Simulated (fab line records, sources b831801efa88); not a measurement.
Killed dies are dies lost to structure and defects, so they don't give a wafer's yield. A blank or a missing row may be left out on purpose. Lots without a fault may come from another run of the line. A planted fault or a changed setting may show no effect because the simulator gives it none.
fab line records | flow sky130 | part 2 of 2: steps 28 to 38 of 38
record lots=5 wafers=15 last_day=50
route steps=708 shown VT_ADJUST_HVTP@96 VT_ADJUST_LVTN@97 VT_ADJUST_NCORE@119 VT_ADJUST_HVTR@131
lots that met no fault: from a run of the same line without faults
start_h: hours from the record's first day to the start of the lot's first wafer shown | wait_h: hours since the lot's step before | " the same as in the row above | L1.1+2: a row that stands for several wafers | - no value, or no start given | * or withheld: withheld | < > ~ a bound
route shown NAME@n: a module of which the file shows steps, and the number in the route of the first | usual: mean/standard deviation of fault-free wafers | same: alike in all rows | chamber/n: place in a boat | sites: the reading at each site | _std_site: their standard deviation | _edge_site: outer sites' mean less inner sites' | radius_mm: how far each site lies from the wafer's centre | mask NAME#n: copy n | behind: the tool/chamber that last shaped the wafer | hold: why the lot was held/for how many hours/how that ended | device: the transistor (n, p or np) that didn't switch | end of line: the same wafers' tests at the end of the route | a step without rows: its recipe alone | killed: dies lost to structure and defects at the first sort, not the wafer's yield | map: a wafer's dies, x killed, . not, _ none there
set.NAME: the setting as run; set.NAME@STEP: as run at that earlier step | model.NAME: the simulator's own value behind a step, which no gauge read
lots at some steps of the route; a table a step, a row a wafer
services: from which hour (start_h, from the record's first day; less than 0 if before it) a tool's chamber was out of use, for how many hours, and why
## steps
# step SKY_VT_ADJUST_NCORE_EXPOSE_04
# recipe mask_id=LVTN_COMPLEMENT_THIN na=0.6 source_shape=conventional sigma_outer=0.6 polarization=unpolarized target_cd_nm=380 dose_mj=139
# usual stage_vel_mm_s=499.96/0.23
# same na=0.6
# columns lot.wafer tool chamber start_h wait_h mask stage_vel_mm_s
L075.1 iline_stepper-01 0 - - LVTN_COMPLEMENT_THIN#0 499.68
L075.5 " 0 " " LVTN_COMPLEMENT_THIN#0 499.62
L075.6 " 0 " " LVTN_COMPLEMENT_THIN#0 500.12
L079.1 iline_stepper-01 0 - - LVTN_COMPLEMENT_THIN#0 500.02
L079.3 " 0 " " LVTN_COMPLEMENT_THIN#0 500.06
L079.4 " 0 " " LVTN_COMPLEMENT_THIN#0 500.03
L080.1 iline_stepper-02 0 - - LVTN_COMPLEMENT_THIN#0 499.73
L080.3 " 0 " " LVTN_COMPLEMENT_THIN#0 499.78
L080.5 " 0 " " LVTN_COMPLEMENT_THIN#0 500.15
L085.3 iline_stepper-01 0 - - LVTN_COMPLEMENT_THIN#0 499.70
L085.4 " 0 " " LVTN_COMPLEMENT_THIN#0 499.81
L085.5 " 0 " " LVTN_COMPLEMENT_THIN#0 499.90
L095.1 iline_stepper-01 0 - - LVTN_COMPLEMENT_THIN#0 500.26
L095.2 " 0 " " LVTN_COMPLEMENT_THIN#0 500.28
L095.5 " 0 " " LVTN_COMPLEMENT_THIN#0 500.10
# step SKY_VT_ADJUST_NCORE_PEB_05
# recipe temp_c=withheld time_s=* resist=NOVOLAK
# columns lot.wafer tool chamber start_h wait_h
L075.1+5+6 litho_track-04 0 - -
L079.1+3+4 litho_track-03 0 - -
L080.1+3+5 litho_track-04 0 - -
L085.3+4+5 litho_track-04 0 - -
L095.1+2+5 litho_track-03 0 - -
# step SKY_VT_ADJUST_NCORE_DEVELOP_06
# recipe resist=NOVOLAK developer=TMAH develop_time_s=60 dev_temp_c=23
# columns lot.wafer tool chamber start_h wait_h
L075.1+5+6 litho_track-04 0 187.61 0.1
L079.1+3+4 litho_track-03 0 212.83 0.1
L080.1+3+5 litho_track-04 0 224.46 0.1
L085.3+4+5 litho_track-04 0 258.06 0.1
L095.1+2+5 litho_track-03 0 331.28 0.1
# step SKY_VT_ADJUST_NCORE_CD_MEAS_07
# recipe target_cd_nm=380
# usual cd_nm=379.5/2.3
# columns lot.wafer tool chamber start_h wait_h cd_nm
L075.1 cd_sem-02 - 187.76 0.1 379.0
L075.5 " - " " 379.5
L075.6 " - " " 380.9
L079.1 cd_sem-02 - 212.98 0.1 375.9
L079.3 " - " " 378.7
L079.4 " - " " 378.0
L080.1 cd_sem-02 - 224.61 0.1 376.0
L080.3 " - " " 372.2
L080.5 " - " " 375.8
L085.3 cd_sem-01 - 258.20 0.1 381.4
L085.4 " - " " 382.8
L085.5 " - " " 379.1
L095.1 cd_sem-01 - 331.43 0.1 379.4
L095.2 " - " " 378.7
L095.5 " - " " 377.3
# step SKY_VT_ADJUST_NCORE_OVL_MEAS_08
# usual VT_ADJUST_NCORE_OVL=-0.8/1.4
# columns lot.wafer tool chamber start_h wait_h VT_ADJUST_NCORE_OVL[nm]
L075.1 overlay-01 - 187.88 0.1 2.0
L075.5 " - " " 0.6
L075.6 " - " " -0.3
L079.1 overlay-02 - 213.10 0.1 0.0
L079.3 " - " " -1.1
L079.4 " - " " -0.5
L080.1 overlay-01 - 224.73 0.1 -2.3
L080.3 " - " " -2.8
L080.5 " - " " -2.6
L085.3 overlay-02 - 258.29 0.1 -0.7
L085.4 " - " " 0.1
L085.5 " - " " -0.9
L095.1 overlay-02 - 331.55 0.1 -2.3
L095.2 " - " " -0.1
L095.5 " - " " -0.4
# step SKY_VT_ADJUST_NCORE_IMPLANT_09
# recipe species=B energy_kev=10 dose_cm2=2.4e+12 tilt_deg=withheld
# columns lot.wafer tool chamber start_h wait_h
L075.1+5+6 implanter-01 0 187.92 0.0
L079.1+3+4 implanter-04 0 213.13 0.0
L080.1+3+5 implanter-04 0 224.77 0.0
L085.3+4+5 implanter-01 0 258.37 0.1
L095.1+2+5 implanter-04 0 331.58 0.0
# step SKY_VT_ADJUST_NCORE_STRIP_10
# recipe chemistry=O2/N2 power_w=1400 pressure_mtorr=1500 platen_temp_c=withheld o2_flow_sccm=3000 n2_flow_sccm=300 overash_fraction=0.5
# usual drypump_motor_current_A=5.62/0.24 oes_product_au=0.715/0.0048 strip_time_to_endpoint_s=14.22/0.032
# columns lot.wafer tool chamber start_h wait_h drypump_motor_current_A oes_product_au rf_hours_counter_h strip_time_to_endpoint_s
L075.1 plasma_asher-02 0 188.07 0.1 5.44 0.712 7 14.20
L075.5 " 1 " " 5.57 0.710 - 14.17
L075.6 " 0 " " 5.41 0.718 - 14.19
L079.1 plasma_asher-04 1 213.28 0.1 5.25 0.713 52 14.18
L079.3 " 1 " " 5.26 0.721 - 14.16
L079.4 " 0 " " 5.74 0.717 - 14.16
L080.1 plasma_asher-04 0 224.92 0.1 5.73 0.723 53 14.21
L080.3 " 0 " " 5.71 0.706 - 14.22
L080.5 " 0 " " 5.71 0.714 - 14.23
L085.3 plasma_asher-02 1 258.50 0.1 5.57 0.720 - 14.23
L085.4 " 0 " " 5.42 0.712 - 14.24
L085.5 " 0 " " 5.43 0.721 - 14.26
L095.1 plasma_asher-02 1 331.73 0.1 5.56 0.716 21 14.19
L095.2 " 0 " " 5.44 0.721 21 14.20
L095.5 " 1 " " 5.57 0.716 - 14.20
# step SKY_VT_ADJUST_NCORE_TW_MEAS_11
# usual VT_ADJUST_NCORE_TW=218.8/0.98
# columns lot.wafer tool chamber start_h wait_h VT_ADJUST_NCORE_TW
L075.1 film_metro-01 - 188.17 0.1 218.8
L075.5 " - " " 217.0
L075.6 " - " " 218.2
L079.1 film_metro-03 - 213.38 0.1 220.2
L079.3 " - " " 220.4
L079.4 " - " " 218.6
L080.1 film_metro-02 - 225.02 0.1 218.4
L080.3 " - " " 218.7
L080.5 " - " " 218.9
L085.3 film_metro-02 - 258.59 0.1 218.7
L085.4 " - " " 219.5
L085.5 " - " " 219.9
L095.1 film_metro-03 - 331.83 0.1 217.8
L095.2 " - " " 218.0
L095.5 " - " " 218.6
# step SKY_VT_ADJUST_HVTR_DEHYDRATE_00
# recipe temp_c=200 time_s=60
# usual plate_temp_C=199.96/0.14
# columns lot.wafer tool chamber start_h wait_h plate_temp_C
L075.1 litho_track-04 0 197.86 9.7 200.03
L075.5 " 0 " " 200.13
L075.6 " 0 " " 200.12
L079.1 litho_track-04 0 223.71 10.3 199.83
L079.3 " 0 " " 199.68
L079.4 " 0 " " 199.94
L080.1 litho_track-02 0 236.06 11.0 199.79
L080.3 " 0 " " 199.96
L080.5 " 0 " " 199.90
L085.3 litho_track-04 0 269.76 11.2 200.08
L085.4 " 0 " " 200.25
L085.5 " 0 " " 200.10
L095.1 litho_track-02 0 345.41 13.6 199.97
L095.2 " 0 " " 199.99
L095.5 " 0 " " 200.09
# step SKY_VT_ADJUST_HVTR_HMDS_01
# recipe prime_time_s=60 prime_temp_c=120
# columns lot.wafer tool chamber start_h wait_h
L075.1+5+6 litho_track-04 0 198.01 0.1
L079.1+3+4 litho_track-04 0 223.86 0.1
L080.1+3+5 litho_track-02 0 236.21 0.1
L085.3+4+5 litho_track-04 0 269.91 0.1
L095.1+2+5 litho_track-02 0 345.56 0.1
# step SKY_VT_ADJUST_HVTR_COAT_02
# recipe resist=NOVOLAK spin_rpm=3000 resist_thk_nm=1140
# usual dispense_pressure_kPa=51.2/0.74
# columns lot.wafer tool chamber start_h wait_h dispense_pressure_kPa
L075.1 litho_track-04 0 198.16 0.1 51.8
L075.5 " 0 " " 51.8
L075.6 " 0 " " 51.9
L079.1 litho_track-04 0 224.01 0.1 51.8
L079.3 " 0 " " 51.8
L079.4 " 0 " " 51.8
L080.1 litho_track-02 0 236.36 0.1 50.2
L080.3 " 0 " " 50.2
L080.5 " 0 " " 50.2
L085.3 litho_track-04 0 270.06 0.1 51.8
L085.4 " 0 " " 51.9
L085.5 " 0 " " 51.8
L095.1 litho_track-02 0 345.71 0.1 50.2
L095.2 " 0 " " 50.2
L095.5 " 0 " " 50.2
## services
# columns tool chamber start_h hours kind
implanter-04 - 115.29 1.3 repair
plasma_asher-02 0 117.75 - clean
plasma_asher-02 1 117.75 - clean
implanter-01 - 132.01 3.6 pm
implanter-01 - 137.33 1.5 repair
iline_stepper-02 - 154.80 1.7 pm
plasma_asher-04 - 157.24 3.4 repair
plasma_asher-02 - 163.06 2.0 repair
plasma_asher-03 - 169.87 14.6 pm
iline_stepper-02 - 188.38 9.8 repair
iline_stepper-02 0 191.63 - calibration
implanter-03 - 199.82 3.8 repair
iline_stepper-02 - 229.18 5.2 repair
implanter-03 - 269.34 2.3 repair
implanter-03 - 272.41 4.3 repair
iline_stepper-01 - 274.29 1.7 pm
plasma_asher-04 - 289.76 1.3 repair
iline_stepper-02 - 293.40 6.8 repair
iline_stepper-02 - 305.73 7.3 repair
iline_stepper-01 0 311.79 - calibration
iline_stepper-02 - 318.80 0.7 repair
implanter-01 - 328.94 4.8 pm
plasma_asher-03 - 337.01 2.8 pm
plasma_asher-02 - 345.39 1.0 repair
